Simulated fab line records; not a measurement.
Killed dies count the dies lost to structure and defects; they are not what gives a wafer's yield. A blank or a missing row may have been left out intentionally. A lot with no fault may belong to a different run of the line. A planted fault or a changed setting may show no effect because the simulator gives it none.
Which tool was responsible? | flow sky130 | 32 wafers from 11 lots sampled at 5 of the route's 708 steps

WHAT THE GAUGES SHOWED, per wafer
SKY_CONTACT_CD_MEAS_14 targets a cd of 170 nm.
lot  | measured     | on       | cdNm (nm)
L564 | day 31 16:01 | cdSem-01 | 170.3 168.8 169.4
L565 | day 32 10:56 | cdSem-01 | 171.7 170.0 170.1
L567 | day 32 14:22 | cdSem-01 | 171.5 170.8 172.1
L568 | day 32 22:12 | cdSem-02 | 170.4 169.5 169.6
L572 | day 34 17:00 | cdSem-02 | 171.8 172.9 172.3
L574 | day 35 02:22 | cdSem-01 | 171.0 170.8 171.7
L575 | day 35 06:27 | cdSem-01 | 173.7 170.2 172.7
L576 | day 35 19:10 | cdSem-01 | 168.6 169.2 169.2
L577 | day 36 00:45 | cdSem-01 | 169.8 169.6 169.0
L578 | day 36 08:46 | cdSem-02 | 172.1 171.6 174.2
L580 | day 36 19:35 | cdSem-02 | 171.2 168.9

SKY_VIA1_THK_MEAS_01.
lot  | measured     | on           | VIA1_HDPCVD_THK (nm)
L564 | day 32 21:42 | filmMetro-01 | 1029 1034 1031
L565 | day 33 17:05 | filmMetro-04 | 1037 1039 1033
L567 | day 33 19:28 | filmMetro-04 | 1028 1021 1030
L568 | day 34 03:48 | filmMetro-04 | 1009 1007 1011
L572 | day 35 22:45 | filmMetro-01 | 1041 1034 1036
L574 | day 36 07:44 | filmMetro-03 | 1028 1038 1028
L575 | day 36 11:44 | filmMetro-01 | 1041 1053 1042
L576 | day 37 00:29 | filmMetro-01 | 1041 1042 1036
L577 | day 37 05:46 | filmMetro-01 | 1046 788 1033 1045 788 1035
L578 | day 37 14:11 | filmMetro-04 | 784 1053 1035 784 1052 1034
L580 | day 38 00:25 | filmMetro-04 | 767 1030 768 1030

EACH LOT AND THE TOOL THAT RAN IT (in order: tool; ch and the chambers of the sampled wafers; start)
lot  | SKY_SD_N_STRIP_11                   | SKY_LI_CONTACT_ETCH_14            | SKY_VIA1_HDPCVD_00
L564 | plasmaAsher-04 ch 0,1, day 27 23:14 | rieDiel-03 ch 2,3, day 29 04:55   | hdpcvd-02 ch 0,1,2, day 32 21:37
L565 | plasmaAsher-04 ch 0,1, day 28 18:43 | rieDiel-04 ch 0,1, day 30 00:31   | hdpcvd-01 ch 0,1, day 33 16:54
L567 | plasmaAsher-01 ch 0,1, day 29 00:10 | rieDiel-01 ch 0,2,3, day 30 05:10 | hdpcvd-02 ch 0,1,2, day 33 19:22
L568 | plasmaAsher-01 ch 0,1, day 29 05:41 | rieDiel-04 ch 1,3, day 30 11:31   | hdpcvd-02 ch 0,1,2, day 34 03:40
L572 | plasmaAsher-01 ch 0,1, day 31 04:02 | rieDiel-04 ch 0,1, day 32 08:58   | hdpcvd-02 ch 1,2, day 35 22:37
L574 | plasmaAsher-03 ch 0,1, day 31 13:31 | rieDiel-03 ch 2,3, day 32 18:46   | hdpcvd-02 ch 0,1, day 36 07:38
L575 | plasmaAsher-03 ch 0,1, day 31 18:29 | rieDiel-04 ch 1,2, day 32 22:46   | hdpcvd-01 ch 0,1, day 36 11:37
L576 | plasmaAsher-01 ch 0,1, day 32 06:20 | rieDiel-04 ch 1,3, day 33 11:12   | hdpcvd-01 ch 0,1, day 37 00:22
L577 | plasmaAsher-04 ch 0,1, day 32 12:11 | rieDiel-03 ch 1,2,3, day 33 16:10 | hdpcvd-01 ch 0,1, day 37 05:38
L578 | plasmaAsher-01 ch 0,1, day 32 20:41 | rieDiel-01 ch 1,2, day 34 01:34   | hdpcvd-01 ch 0,1, day 37 14:04
L580 | plasmaAsher-04 ch 0,1, day 33 07:59 | rieDiel-01 ch 1,2, day 34 11:55   | hdpcvd-01 ch 0,1, day 38 00:20
- SKY_SD_N_STRIP_11: strips in O2/N2.
- SKY_LI_CONTACT_ETCH_14: etches BARC in N2/H2, stops on SiO2, time 45.9 s, target depth 60 nm.
- SKY_VIA1_HDPCVD_00: deposits SiO2, target thk 1030 nm, time 171.7 s.

WHAT THE TOOLS THEMSELVES READ (means of the sampled wafers that have a number; where no wafer has one, the mark that the record gives instead)
SKY_SD_N_STRIP_11.
lot  | tool           | drypumpMotorCurrentA (A) | oesProductAu (a.u.) | stripTimeToEndpointS (s)
L564 | plasmaAsher-04 | 5.51                     | 0.527               | 22.56
L565 | plasmaAsher-04 | 5.70                     | 0.524               | 22.54
L567 | plasmaAsher-01 | 5.53                     | 0.527               | 22.53
L568 | plasmaAsher-01 | 5.55                     | 0.532               | 22.59
L572 | plasmaAsher-01 | 5.55                     | 0.529               | 22.47
L574 | plasmaAsher-03 | 5.58                     | 0.524               | 22.53
L575 | plasmaAsher-03 | 5.56                     | 0.533               | 22.53
L576 | plasmaAsher-01 | 5.54                     | 0.533               | 22.54
L577 | plasmaAsher-04 | 5.52                     | 0.526               | 22.57
L578 | plasmaAsher-01 | 5.55                     | 0.531               | 22.54
L580 | plasmaAsher-04 | 5.61                     | 0.522               | 22.59

SKY_LI_CONTACT_ETCH_14.
lot  | tool       | drypumpMotorCurrentA (A) | oesProductAu (a.u.) | rfFwdPowerW (W) | throttleValvePct (%)
L564 | rieDiel-03 | 5.6                      | 0.851               | 494.9           | 13.226
L565 | rieDiel-04 | 5.3                      | 0.860               | 496.5           | 13.219
L567 | rieDiel-01 | 5.6                      | 0.853               | 497.5           | 13.231
L568 | rieDiel-04 | 5.6                      | 0.854               | 495.4           | 13.216
L572 | rieDiel-04 | 5.2                      | 0.856               | 494.4           | 13.219
L574 | rieDiel-03 | 5.4                      | 0.858               | 495.8           | 13.214
L575 | rieDiel-04 | 5.5                      | 0.853               | 493.9           | 13.223
L576 | rieDiel-04 | 6.0                      | 0.852               | 494.3           | 13.217
L577 | rieDiel-03 | 5.8                      | 0.856               | 494.9           | 13.227
L578 | rieDiel-01 | 5.5                      | 0.857               | 495.4           | 13.231
L580 | rieDiel-01 | 5.4                      | 0.857               | 492.1           | 13.226

SKY_VIA1_HDPCVD_00.
lot  | tool      | runLengthS (s) | sih4FlowSccm (sccm)
L564 | hdpcvd-02 | 199.3          | 59.73
L565 | hdpcvd-01 | 199.8          | 60.09
L567 | hdpcvd-02 | 199.5          | 59.91
L568 | hdpcvd-02 | 199.7          | 60.00
L572 | hdpcvd-02 | 199.4          | 60.27
L574 | hdpcvd-02 | 199.4          | 59.73
L575 | hdpcvd-01 | 199.4          | 60.23
L576 | hdpcvd-01 | 199.5          | 59.73
L577 | hdpcvd-01 | 185.0          | 60.16
L578 | hdpcvd-01 | 185.1          | 59.95
L580 | hdpcvd-01 | 177.6          | 59.89

THE ANSWER, worked out from the rows above alone
Rule: the lots themselves supply what counts as usual. Put in order of their means at a reading, lots are off if they are a third of the lots or fewer, leave a main group of 4 or more, and stand apart from it by a gap of 3 or more times the standard deviation of the main group's means; of several such gaps the widest counts. A main group is skipped when, at the precision printed for the reading in the tables above, its means are all equal. A lot without any number at a reading at which 4 lots or more have one is off too. The other lots that the step has rows for count as sound. After the gauges, taken in route order, come the tools' own readings; for these a lot's mean is taken, as printed above. At the first step where some lot is off, the reading lying furthest off is the one used; lots without a number count as furthest.
Off: L577, L578, L580, at SKY_VIA1_THK_MEAS_01 (VIA1_HDPCVD_THK). Mean 1032 nm and standard deviation 10 in the main group.
A tool fits if, at a process step before that reading, it ran every lot that is off, and no sound lot after the first of them. Not tried: the gauges at SKY_VIA1_THK_MEAS_01; whatever is off there is also off at SKY_VIA1_HDPCVD_00, on other tools, and gauge error can't account for it. One fits: hdpcvd-01 at SKY_VIA1_HDPCVD_00. A fault onset in the window from L576 (day 37 00:22, its last sound lot) to L577 (day 37 05:38, its first lot off) fits.
On the lots that are off, the tool's own readings at SKY_VIA1_HDPCVD_00 differ by more than 5 times the standard deviation of the sound lots' means, which bears it out; runLengthS reads 182.6 s there versus 199.5 s on the sound lots.

WHAT WAS PUT IN BY THE SIMULATOR
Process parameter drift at SKY_VIA1_HDPCVD_00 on hdpcvd-01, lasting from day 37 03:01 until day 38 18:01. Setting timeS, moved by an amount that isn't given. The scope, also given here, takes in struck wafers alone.
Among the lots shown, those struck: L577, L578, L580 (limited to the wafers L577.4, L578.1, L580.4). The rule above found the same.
